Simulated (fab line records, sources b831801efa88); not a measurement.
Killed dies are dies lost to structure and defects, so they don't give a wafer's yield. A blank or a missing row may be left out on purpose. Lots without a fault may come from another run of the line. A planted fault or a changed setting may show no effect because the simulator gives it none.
Which tool did it? | flow sky130 | 15 lots, 45 wafers sampled, at 3 steps of a route of 708

WHAT THE GAUGES READ, wafer by wafer
SKY_VT_ADJUST_PCH_OVL_MEAS_07. Usual: VT_ADJUST_PCH_OVL -0.8 nm, standard deviation 1.2.
lot  | measured     | on         | VT_ADJUST_PCH_OVL (nm) | flag
L777 | day 10 08:34 | overlay-01 | -0.1 1.4 0.1           |
L778 | day 10 19:37 | overlay-02 | -1.3 -1.4 -2.2         |
L779 | day 10 22:28 | overlay-02 | -2.3 -1.2 -2.1         |
L781 | day 12 07:32 | overlay-02 | -1.9 -3.1 -2.6         |
L782 | day 12 22:49 | overlay-02 | -2.8 -1.6 -0.8         |
L788 | day 14 00:58 | overlay-02 | 0.3 -0.4 1.1           |
L790 | day 14 19:16 | overlay-02 | -1.3 -2.0 0.1          |
L791 | day 15 04:16 | overlay-01 | - - -                  | OFF
L792 | day 15 04:58 | overlay-01 | - - -                  | OFF
L793 | day 15 12:37 | overlay-02 | - - -                  | OFF
L794 | day 15 17:22 | overlay-01 | -0.1 1.9 1.8           |
L796 | day 16 16:43 | overlay-01 | -1.8 0.8 0.4           |
L799 | day 17 08:49 | overlay-02 | -1.2 0.0 -0.8          |
L798 | day 17 09:28 | overlay-01 | 0.2 0.3 -0.5           |
L800 | day 17 18:49 | overlay-02 | -1.2 -0.8 -0.8         |

SKY_SONOS_TUNNEL_TW_MEAS_12. Usual: SONOS_TUNNEL_TW 197.0, standard deviation 1.4.
lot  | measured     | on            | SONOS_TUNNEL_TW                     | flag
L777 | day 11 08:02 | film_metro-03 | 195.6 196.9 196.0                   |
L778 | day 11 19:56 | film_metro-04 | 199.1 198.6 199.2                   |
L779 | day 11 22:30 | film_metro-03 | 195.8 195.6 196.5                   |
L781 | day 13 09:06 | film_metro-03 | 195.6 196.1 195.7                   |
L782 | day 14 01:27 | film_metro-01 | 194.1 192.9 194.7                   |
L788 | day 15 03:20 | film_metro-04 | 198.1 197.7 200.2                   |
L790 | day 15 22:35 | film_metro-04 | 198.6 198.1 197.1                   |
L791 | day 16 08:32 | film_metro-03 | 211.4 211.5 212.3 212.2 211.5 212.9 | OFF
L792 | day 16 09:08 | film_metro-03 | 212.4 212.6 211.2 211.9 212.5 212.8 | OFF
L793 | day 16 16:47 | film_metro-04 | 214.4 213.6 214.1 215.2 214.4 213.7 | OFF
L794 | day 16 22:35 | film_metro-04 | 199.5 199.7 198.3                   |
L796 | day 17 21:56 | film_metro-03 | 196.7 197.2 197.6                   |
L799 | day 18 13:48 | film_metro-01 | 194.7 195.2 195.3                   |
L798 | day 18 14:51 | film_metro-01 | 195.6 196.5 196.0                   |
L800 | day 19 00:55 | film_metro-03 | 196.7 197.2 196.6                   |

WHICH TOOL RAN EACH LOT (tool, then ch and the chambers of the sampled wafers, then the start)
lot  | SKY_VT_ADJUST_PCH_COAT_02
L777 | litho_track-03 ch 0, day 9 22:04
L778 | litho_track-03 ch 0, day 10 07:34
L779 | litho_track-01 ch 0, day 10 10:28
L781 | litho_track-03 ch 0, day 11 20:05
L782 | litho_track-03 ch 0, day 12 09:34
L788 | litho_track-01 ch 0, day 13 11:26
L790 | litho_track-02 ch 0, day 14 06:35
L791 | litho_track-03, day 14 14:58
L792 | litho_track-02, day 14 15:52
L793 | litho_track-03, day 14 23:28
L794 | litho_track-02 ch 0, day 15 03:37
L796 | litho_track-03 ch 0, day 16 02:43
L799 | litho_track-02 ch 0, day 16 18:38
L798 | litho_track-03 ch 0, day 16 18:50
L800 | litho_track-02 ch 0, day 17 03:46
- SKY_VT_ADJUST_PCH_COAT_02: resist thk 3000 nm.

WHAT THE TOOLS THEMSELVES READ (means of the sampled wafers that have a number; where no wafer has one, the mark that the record gives instead)
SKY_VT_ADJUST_PCH_COAT_02. Usual: chill_plate_temp_C 22.99 C, standard deviation 0.13; dispense_pressure_kPa 49 kPa, standard deviation 5.
lot  | tool           | chill_plate_temp_C (C) | dispense_pressure_kPa (kPa) | flag
L777 | litho_track-03 | 23.14                  | 44                          |
L778 | litho_track-03 | 23.07                  | 44                          |
L779 | litho_track-01 | 23.12                  | 56                          |
L781 | litho_track-03 | 22.88                  | 44                          |
L782 | litho_track-03 | 23.00                  | 44                          |
L788 | litho_track-01 | 23.10                  | 56                          |
L790 | litho_track-02 | 23.05                  | 47                          |
L791 | litho_track-03 | -                      | -                           | OFF
L792 | litho_track-02 | -                      | -                           | OFF
L793 | litho_track-03 | -                      | -                           | OFF
L794 | litho_track-02 | 22.94                  | 47                          |
L796 | litho_track-03 | 22.90                  | 44                          |
L799 | litho_track-02 | 22.99                  | 47                          |
L798 | litho_track-03 | 23.12                  | 44                          |
L800 | litho_track-02 | 23.01                  | 47                          |

THE ANSWER, worked out from the rows above alone
Rule: a lot is off if the mean of its wafers that have a number lies more than 3 standard deviations from the usual mean. A lot without any number at a reading at which 4 lots or more have one is off too. The other lots that the step has rows for count as sound. The gauges are gone through in route order, then the tools' own readings, and for those a lot's mean is taken as printed above. The first step at which some lot is off is used, and at that step the reading that is off furthest; a lot without a number counts as furthest.
Off: L791, L792, L793, at SKY_VT_ADJUST_PCH_OVL_MEAS_07 (VT_ADJUST_PCH_OVL). Without a number there: L791, L792, L793.
A tool fits if, at a process step before that reading, it ran every lot that is off, and no sound lot after the first of them. The gauges at SKY_VT_ADJUST_PCH_OVL_MEAS_07 aren't tried: what is off there is off at SKY_SONOS_TUNNEL_TW_MEAS_12 too, on other tools, and a gauge's error can't cause that. None of those tried fits.

WHAT THE SIMULATOR HAD PUT IN
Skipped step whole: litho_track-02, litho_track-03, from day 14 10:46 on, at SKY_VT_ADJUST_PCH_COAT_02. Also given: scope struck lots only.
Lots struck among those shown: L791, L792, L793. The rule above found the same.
